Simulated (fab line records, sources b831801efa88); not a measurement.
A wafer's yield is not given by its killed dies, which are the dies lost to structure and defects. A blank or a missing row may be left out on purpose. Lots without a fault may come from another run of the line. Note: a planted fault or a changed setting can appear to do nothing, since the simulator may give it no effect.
Which tool is to blame? | flow sky130 | Sampling: 13 lots, 39 wafers, 4 of 708 route steps

## WHAT THE GAUGES SHOWED, per wafer
SKY_FIELD_ISO_CD_MEAS_13 targets a cd of 150 nm. Usual: cd nm at 149.7 nm, with a standard deviation of 1.6.
lot  | measured    | on        | cd nm (nm)        | flag
L216 | day 2 05:57 | cd sem-01 | 150.4 151.0 151.1 |
L217 | day 2 10:27 | cd sem-02 | 151.2 151.0 150.4 |
L220 | day 3 01:47 | cd sem-02 | 148.4 149.2 147.0 |
L221 | day 3 08:14 | cd sem-01 | 153.1 152.5 154.1 |
L222 | day 3 12:11 | cd sem-01 | 149.6 148.3 148.8 |
L223 | day 3 19:47 | cd sem-02 | 149.8 148.7 150.0 |
L224 | day 3 21:30 | cd sem-02 | 152.9 151.2 151.9 |
L225 | day 4 03:31 | cd sem-02 | 150.4 149.4 150.1 |
L226 | day 4 08:31 | cd sem-01 | 148.0 148.8 148.3 |
L233 | day 5 23:37 | cd sem-01 | 146.0 147.0 147.6 |
L234 | day 6 03:37 | cd sem-01 | 149.6 148.4 149.1 |
L236 | day 6 13:34 | cd sem-01 | 149.6 148.9 147.9 |
L237 | day 6 20:04 | cd sem-01 | 150.4 150.3 151.5 |

SKY_NWELL_OVL_MEAS_10. Usual: for NWELL_00_OVL the level is -0.3 nm and the standard deviation is 1.4.
lot  | measured    | on         | NWELL_00_OVL (nm) | flag
L216 | day 4 16:47 | overlay-01 | -2.1 -2.9 -1.1    |
L217 | day 4 19:44 | overlay-02 | 0.6 1.4 -0.7      |
L220 | day 5 13:01 | overlay-02 | 1.4 1.6 2.0       |
L221 | day 5 20:04 | overlay-02 | 0.0 0.0 -2.2      |
L222 | day 5 21:23 | overlay-02 | -2.8 -1.7 -1.5    |
L223 | day 6 06:53 | overlay-01 | 144.3 142.6 142.8 | OFF
L224 | day 6 11:05 | overlay-02 | 143.9 143.6 142.1 | OFF
L225 | day 6 16:54 | overlay-01 | 141.5 141.1 140.3 | OFF
L226 | day 6 21:55 | overlay-01 | 141.1 142.9 142.1 | OFF
L233 | day 8 20:32 | overlay-02 | -1.9 -1.6 -0.8    |
L234 | day 9 01:08 | overlay-01 | -2.0 -1.6 0.3     |
L236 | day 9 09:58 | overlay-01 | -1.6 -1.8 -1.1    |
L237 | day 9 17:28 | overlay-01 | -0.5 -1.4 -0.3    |

SKY_VT_ADJUST_LVTN_OVL_MEAS_07. Usual: for VT_ADJUST_LVTN_OVL the level is -1.3 nm and the standard deviation is 1.3.
lot  | measured     | on         | VT_ADJUST_LVTN_OVL (nm) | flag
L216 | day 7 00:24  | overlay-01 | -4.0 -2.1 -0.9          |
L217 | day 7 03:15  | overlay-01 | -0.8 -0.4 1.3           |
L220 | day 7 23:13  | overlay-01 | 0.2 -0.2 -0.2           |
L221 | day 8 07:39  | overlay-01 | -2.6 -2.5 -1.6          |
L222 | day 8 10:10  | overlay-02 | -1.6 -2.2 -3.5          |
L223 | day 8 20:53  | overlay-01 | -1.7 -0.4 -0.9          |
L224 | day 9 00:34  | overlay-01 | -1.1 -1.1 -1.7          |
L225 | day 9 08:08  | overlay-01 | -1.7 -3.1 -1.2          |
L226 | day 9 12:24  | overlay-02 | -2.4 -0.6 -1.3          |
L233 | day 11 16:53 | overlay-01 | -2.1 -1.3 -1.3          |
L234 | day 11 22:33 | overlay-01 | -2.0 -0.8 -2.8          |
L236 | day 12 07:31 | overlay-02 | 0.3 -0.7 0.4            |
L237 | day 12 16:21 | overlay-02 | -0.8 -0.2 -1.5          |

## EACH LOT AND THE TOOL THAT RAN IT (in order: tool; ch and the chambers of the sampled wafers; start)
lot  | SKY_NWELL_EXPOSE_07
L216 | iline stepper-01 ch 0, day 4 07:56
L217 | iline stepper-02 ch 0, day 4 11:02
L220 | iline stepper-02 ch 0, day 5 05:01
L221 | iline stepper-01 ch 0, day 5 11:48
L222 | iline stepper-01 ch 0, day 5 13:15
L223 | iline stepper-02 ch 0, day 5 21:08
L224 | iline stepper-02 ch 0, day 6 01:50
L225 | iline stepper-02 ch 0, day 6 07:53
L226 | iline stepper-02 ch 0, day 6 12:25
L233 | iline stepper-01 ch 0, day 8 10:25
L234 | iline stepper-01 ch 0, day 8 14:28
L236 | iline stepper-01 ch 0, day 8 22:55
L237 | iline stepper-01 ch 0, day 9 06:42
- SKY_NWELL_EXPOSE_07: exposes mask NWM, target cd 840 nm.

## WHAT THE TOOLS THEMSELVES READ (means of the sampled wafers that have a number; where no wafer has one, the mark that the record gives instead)
SKY_NWELL_EXPOSE_07. Usual: focus offset nm at 0.0 nm, with a standard deviation of 0.5.
lot  | tool             | focus offset nm (nm) | flag
L216 | iline stepper-01 | 0.3                  |
L217 | iline stepper-02 | -0.1                 |
L220 | iline stepper-02 | 0.4                  |
L221 | iline stepper-01 | -0.7                 |
L222 | iline stepper-01 | 0.0                  |
L223 | iline stepper-02 | -0.3                 |
L224 | iline stepper-02 | 0.1                  |
L225 | iline stepper-02 | 0.1                  |
L226 | iline stepper-02 | -0.5                 |
L233 | iline stepper-01 | 0.3                  |
L234 | iline stepper-01 | -0.6                 |
L236 | iline stepper-01 | -0.1                 |
L237 | iline stepper-01 | 0.2                  |

## THE ANSWER, worked out from the rows above alone
Rule: a lot is off if the mean of its wafers that have a number lies more than 3 standard deviations from the usual mean. Also off: a lot with no number at a reading for which 4 or more lots have one. Where the step has rows for the other lots, those lots are counted as sound. The gauges are gone through in route order, then the tools' own readings, and for those a lot's mean is taken as printed above. The first step at which some lot is off is used, and at that step the reading that is off furthest; a lot without a number counts as furthest.
Off: L223, L224, L225, L226, at SKY_NWELL_OVL_MEAS_10 (NWELL_00_OVL).
A tool fits if, at a process step before that reading, it ran every lot that is off, and no sound lot after the first of them. Gauges at SKY_NWELL_OVL_MEAS_10: tried the same way as those tools. One fits: SKY_NWELL_EXPOSE_07 on iline stepper-02. Its last sound lot is L220 (day 5 05:01), its first lot that is off L223 (day 5 21:08): a fault that began between those two fits.

## WHAT HAD BEEN PUT IN BY THE SIMULATOR
Scanner matching overlay: iline stepper-02, from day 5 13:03 on, at SKY_NWELL_EXPOSE_07. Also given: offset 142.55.
Shown lots that were struck: L223, L224, L225, L226. Same finding as the rule above.
